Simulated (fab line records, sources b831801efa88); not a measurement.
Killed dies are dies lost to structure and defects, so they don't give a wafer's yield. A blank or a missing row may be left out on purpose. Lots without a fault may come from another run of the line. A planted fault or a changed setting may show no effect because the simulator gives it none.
A struck lot beside a sound one | flow sky130 | 43 steps out of a route of 708
Sound: wafers L998.2, L998.3, L998.5. Struck: wafer L997.2. (L997.1, L997.3 of the same lot were not struck and are left out.) The cause comes at the end.
At each step with rows: each side's tool, then ch and its chambers, then its first start. Under that, the readings that differ: sound wafers | struck wafers | difference of the means | sigmas: that difference in standard deviations of wafers without a fault.
alike: readings whose means differ by less than 2 such deviations, and words and numbers that are the same on both sides. not compared: withheld readings, readings that some wafer has no value for, bounds like >300 that may hide the same value, and numbers for which the record gives no deviation and whose values overlap.
The two part at a step that has a row with sigmas, a row that says differs or no value, or rows on one side only. Numbers that don't overlap but have no deviation are shown without sigmas and don't part them. A reading that every wafer of one side lacks parts them only if that side has two wafers or more.

SKY_LDD_N_STRIP_16: strips in O2/N2.
  sound on plasma_asher-02 ch 0,1, day 22 15:18; struck on plasma_asher-03 ch 1, day 22 09:33
  alike: drypump_motor_current_A, n2_flow_sccm, oes_product_au, strip_time_to_endpoint_s
  not compared: rf_hours_counter_h
SKY_LDD_N_TW_MEAS_17:
  sound on film_metro-02, day 22 15:25; struck on film_metro-01, day 22 09:39
  alike: LDD_N_TW
then, 7 steps without rows for these wafers: SKY_LDD_P_DEHYDRATE_00 (time 60 s); SKY_LDD_P_HMDS_01 (prime time 60 s); SKY_LDD_P_COAT_02 (resist thk 1140 nm); SKY_LDD_P_SOFTBAKE_03 (time 60 s); SKY_LDD_P_EXPOSE_04 (exposes mask PSDM, target cd 380 nm); SKY_LDD_P_PEB_05; SKY_LDD_P_DEVELOP_06 (develop time 60 s).
SKY_LDD_P_CD_MEAS_07: target cd 380 nm.
  sound on cd_sem-01, day 23 22:11; struck on cd_sem-01, day 23 15:53
  alike: cd_nm
SKY_LDD_P_OVL_MEAS_08:
  sound on overlay-02, day 23 22:17; struck on overlay-02, day 23 16:01
  alike: LDD_P_OVL
then, 1 step without rows for these wafers: SKY_LDD_P_IMPLANT_09.
SKY_LDD_P_STRIP_10: strips in O2/N2.
  sound on plasma_asher-03 ch 0,1, day 23 22:28; struck on plasma_asher-02 ch 0, day 23 16:11
  reading                      | sound             | struck | difference | sigmas
  n2_flow_sccm (sccm)          | 301.2 300.6 298.9 | 297.9  | -2.3       | -3
  strip_time_to_endpoint_s (s) | 14.18 14.19 14.21 | 14.31  | +0.12      | +3
  alike: drypump_motor_current_A, oes_product_au
  not compared: rf_hours_counter_h
SKY_LDD_P_TW_MEAS_11:
  sound on film_metro-01, day 23 22:35; struck on film_metro-04, day 23 16:17
  alike: LDD_P_TW
then, 7 steps without rows for these wafers: SKY_LDD_HVN_DEHYDRATE_00 (time 60 s); SKY_LDD_HVN_HMDS_01 (prime time 60 s); SKY_LDD_HVN_COAT_02 (resist thk 300 nm); SKY_LDD_HVN_SOFTBAKE_03 (time 60 s); SKY_LDD_HVN_EXPOSE_04 (exposes mask HVNTM, target cd 700 nm); SKY_LDD_HVN_PEB_05; SKY_LDD_HVN_DEVELOP_06 (develop time 60 s).
SKY_LDD_HVN_OVL_MEAS_07:
  sound on overlay-02, day 25 04:16; struck on overlay-01, day 24 21:58
  alike: LDD_HVN_OVL
then, 1 step without rows for these wafers: SKY_LDD_HVN_IMPLANT_08.
SKY_LDD_HVN_STRIP_09: strips in O2/N2.
  sound on plasma_asher-04 ch 0, day 25 04:27; struck on plasma_asher-02 ch 1, day 24 22:09
  alike: drypump_motor_current_A, n2_flow_sccm, oes_product_au, strip_time_to_endpoint_s
  not compared: rf_hours_counter_h
SKY_LDD_HVN_TW_MEAS_10:
  sound on film_metro-02, day 25 04:34; struck on film_metro-02, day 24 22:15
  alike: LDD_HVN_TW
then, 7 steps without rows for these wafers: SKY_LDD_HVP_DEHYDRATE_00 (time 60 s); SKY_LDD_HVP_HMDS_01 (prime time 60 s); SKY_LDD_HVP_COAT_02 (resist thk 300 nm); SKY_LDD_HVP_SOFTBAKE_03 (time 60 s); SKY_LDD_HVP_EXPOSE_04 (exposes mask HVPTM, target cd 700 nm); SKY_LDD_HVP_PEB_05; SKY_LDD_HVP_DEVELOP_06 (develop time 60 s).
SKY_LDD_HVP_OVL_MEAS_07:
  sound on overlay-01, day 26 09:05; struck on overlay-02, day 26 03:04
  alike: LDD_HVP_OVL
then, 1 step without rows for these wafers: SKY_LDD_HVP_IMPLANT_08.
SKY_LDD_HVP_STRIP_09: strips in O2/N2.
  sound on plasma_asher-03 ch 1, day 26 09:16; struck on plasma_asher-04 ch 1, day 26 03:14
  alike: drypump_motor_current_A, n2_flow_sccm, oes_product_au, strip_time_to_endpoint_s
  not compared: rf_hours_counter_h
SKY_LDD_HVP_TW_MEAS_10:
  sound on film_metro-02, day 26 09:23; struck on film_metro-03, day 26 03:20
  alike: LDD_HVP_TW
then, 6 steps without rows for these wafers: SKY_LDD_LDN_DEHYDRATE_00 (time 60 s); SKY_LDD_LDN_HMDS_01 (prime time 60 s); SKY_LDD_LDN_COAT_02 (resist thk 1140 nm); SKY_LDD_LDN_SOFTBAKE_03 (time 60 s); SKY_LDD_LDN_EXPOSE_04 (exposes mask LDNTM, target cd 700 nm); SKY_LDD_LDN_PEB_05.
-- the record jumps here: 23 days lie between the struck wafers' starts before and after (it left off in module LDD_LDN and takes up again in module PAD_OPEN, whose first step shown is number 708 of the route) --
SKY_PAD_OPEN_PROBE_99:
  the record has rows for the struck wafers here (prober-02, day 48 21:20) and none for the sound ones

WHERE THEY PART
First at SKY_LDD_P_STRIP_10; last, within this record, at SKY_PAD_OPEN_PROBE_99.

WHY: what the simulator had put in
Chamber particle source: plasma_asher-02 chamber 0, from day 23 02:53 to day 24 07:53, at SKY_LDD_P_STRIP_10. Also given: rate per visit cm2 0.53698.
